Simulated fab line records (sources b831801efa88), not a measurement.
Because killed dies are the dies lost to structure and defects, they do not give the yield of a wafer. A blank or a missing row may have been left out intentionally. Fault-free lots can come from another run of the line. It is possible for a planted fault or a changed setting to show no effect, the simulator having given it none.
A lot that was struck, set against a sound lot | flow gf180mcu | 14 out of 602 route steps
Sound: the wafers L852.1, L852.2, L852.3. Struck: wafer L863.5 (left out: L863.2, a lot-mate that was not struck); the cause follows at the end.
Each step with rows lists, per side, the tool, then ch with its chambers, then its first start. Under that, the readings that differ: sound wafers | struck wafers | difference of the means | sigmas: that difference in standard deviations of wafers without a fault.
alike: readings whose means differ by less than 2 such deviations, and words and numbers that are the same on both sides. not compared: withheld readings, readings that some wafer has no value for, bounds like >300 that may hide the same value, and numbers for which the record gives no deviation and whose values overlap.
Wherever a step has rows on one side only, a row that says differs or no value, or a row with sigmas, the two part there. Non-overlapping numbers with no deviation appear without sigmas and do not part them. A reading missing from all wafers of one side parts the sides only when that side holds two or more wafers.

first, 5 steps without rows for these wafers: GF_V2_COAT_09 (resist thk 1000 nm); GF_V2_SOFTBAKE_10 (time 60 s); GF_V2_EXPOSE_11 (exposes mask Via2, target cd 260 nm); GF_V2_PEB_12 (peb time 90 s); GF_V2_DEVELOP_13 (develop time 60 s).
GF_V2_CD_MEAS_14: the cd target is 260 nm.
  sound on cdSem-01, day 21 15:55; struck on cdSem-01, day 26 02:17
  alike: cdNm
GF_V2_OVL_MEAS_15:
  sound on overlay-02, day 21 16:02; struck on overlay-01, day 26 02:23
  alike: V2_OVL
GF_V2_ETCH_16: etches BARC in N2/H2.
  sound on rieDiel-03 ch 0,1,2, day 21 16:05; struck on rieDiel-01 ch 3, day 26 02:25
reading                  | sound             | struck | difference | sigmas
drypumpMotorCurrentA (A) | 5.7 6.3 5.8       | 4.9    | -1.0       | -2
oesProductAu (a.u.)      | 0.854 0.859 0.857 | 0.845  | -0.012     | -2
  alike: throttleValvePct
GF_V2_ETCH_17: etches SiO2 in C4F8/O2/Ar, stops on TiN, target depth 630 nm.
  sound on rieDiel-03 ch 0,1,2; struck on rieDiel-01 ch 3
  alike: oesProductAu
GF_V2_STRIP_18: strips in O2/N2.
  sound on plasmaAsher-01 ch 0,1, day 21 16:12; struck on plasmaAsher-04 ch 0, day 26 02:33
  alike: drypumpMotorCurrentA, heaterPowerW, oesProductAu
  not compared: rfHoursCounterH
then, 2 steps without rows for these wafers: GF_V2_STRIP_19 (strips in post etch residue remover, time 1200 s); GF_V2_CLEAN_20 (cleans in DIW).
GF_V2_SPUTTER_21: material Ti, target thk 15 nm, time 80.02 s.
  sound on pvdSputter-02, day 21 16:44; struck on pvdSputter-02, day 26 03:05
reading                              | sound             | struck | difference | sigmas
model.Ti_of_V2_SPUTTER_21.thkNm (nm) | 14.78 15.04 15.06 | 27.91  | +12.95     | 
  alike: throttleValvePct
GF_V2_SPUTTER_22: material TiN, target thk 10 nm, time 40 s.
  sound on pvdSputter-02, day 21 16:48; struck on pvdSputter-02, day 26 03:09
  alike: throttleValvePct

== WHERE THEY PART ==
GF_V2_ETCH_16 only, going by this record. Later steps at which nothing parts them and some readings are alike: GF_V2_ETCH_17, GF_V2_STRIP_18, GF_V2_SPUTTER_21, GF_V2_SPUTTER_22.

WHY: what the simulator had put in
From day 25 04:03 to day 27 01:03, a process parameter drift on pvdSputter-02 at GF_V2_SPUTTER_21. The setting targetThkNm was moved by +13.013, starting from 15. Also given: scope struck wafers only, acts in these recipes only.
